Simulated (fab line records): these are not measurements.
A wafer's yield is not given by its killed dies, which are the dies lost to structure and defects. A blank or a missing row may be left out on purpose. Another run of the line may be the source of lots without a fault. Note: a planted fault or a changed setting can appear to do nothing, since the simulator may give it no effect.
Chamber matching / flow sky130 / rieDiel-02 running SKY_VIA1_ETCH_15: 4 sister chambers
The step etches SiO2 in C4F8/O2/Ar, stops on TiN, target depth 351 nm, time 54 s. 8 wafers are shown with their chamber, then 12 later ones without.

== WAFERS PAIRED WITH THEIR CHAMBERS ==
wafer=L083.3; chamber=1; oesProductAu (a.u.)=0.984
wafer=L083.5; chamber=0; oesProductAu (a.u.)=0.981
wafer=L086.1; chamber=0; oesProductAu (a.u.)=0.975
wafer=L086.2; chamber=1; oesProductAu (a.u.)=0.983
wafer=L086.3; chamber=2; oesProductAu (a.u.)=0.982
wafer=L086.4; chamber=3; oesProductAu (a.u.)=0.986
wafer=L086.5; chamber=2; oesProductAu (a.u.)=0.982
wafer=L086.6; chamber=3; oesProductAu (a.u.)=0.984

== WAFERS WITHOUT THEIR CHAMBER ==
wafer=L087.1; oesProductAu (a.u.)=0.976
wafer=L087.2; oesProductAu (a.u.)=0.975
wafer=L087.5; oesProductAu (a.u.)=0.984
wafer=L090.2; oesProductAu (a.u.)=0.976
wafer=L090.4; oesProductAu (a.u.)=0.992
wafer=L090.6; oesProductAu (a.u.)=0.982
wafer=L094.1; oesProductAu (a.u.)=0.995
wafer=L094.2; oesProductAu (a.u.)=0.979
wafer=L094.3; oesProductAu (a.u.)=0.982
wafer=L094.4; oesProductAu (a.u.)=0.980
wafer=L094.5; oesProductAu (a.u.)=0.978
wafer=L094.6; oesProductAu (a.u.)=0.985

== EACH ONE'S CHAMBER ==
wafer=L087.1; from the rows above=can't be placed: 0 or 2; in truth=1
wafer=L087.2; from the rows above=can't be placed: 0 or 2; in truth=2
wafer=L087.5; from the rows above=can't be placed: 1 or 3 or 2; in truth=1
wafer=L090.2; from the rows above=can't be placed: 0 or 2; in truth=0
wafer=L090.4; from the rows above=can't be placed: 3 or 1 or 2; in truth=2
wafer=L090.6; from the rows above=can't be placed: 2 or 1 or 3 or 0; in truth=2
wafer=L094.1; from the rows above=can't be placed: 3 or 1 or 2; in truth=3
wafer=L094.2; from the rows above=can't be placed: 0 or 2 or 1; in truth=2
wafer=L094.3; from the rows above=can't be placed: 2 or 1 or 3 or 0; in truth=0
wafer=L094.4; from the rows above=can't be placed: 0 or 2 or 1 or 3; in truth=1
wafer=L094.5; from the rows above=can't be placed: 0 or 2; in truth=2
wafer=L094.6; from the rows above=can't be placed: 3 or 1 or 2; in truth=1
0 of 12 placed correctly. Cannot be placed on the basis of these rows: 12; the candidates contain the true chamber in 11. Placed wrongly: 0.
How it was worked out, from the rows above alone: a wafer's distance from a chamber is the root of the sum, over the readings, of the square of ((its reading less the chamber's mean) divided by the reading's scatter). The wafer belongs to the nearest chamber; if the next one is less than 2 further off, it can't be placed. A chamber's mean is the mean of its shown wafers. The scatter: take each reading less its chamber's mean, square it, sum over the shown wafers, divide by the number of wafers less the number of chambers, and take the root.
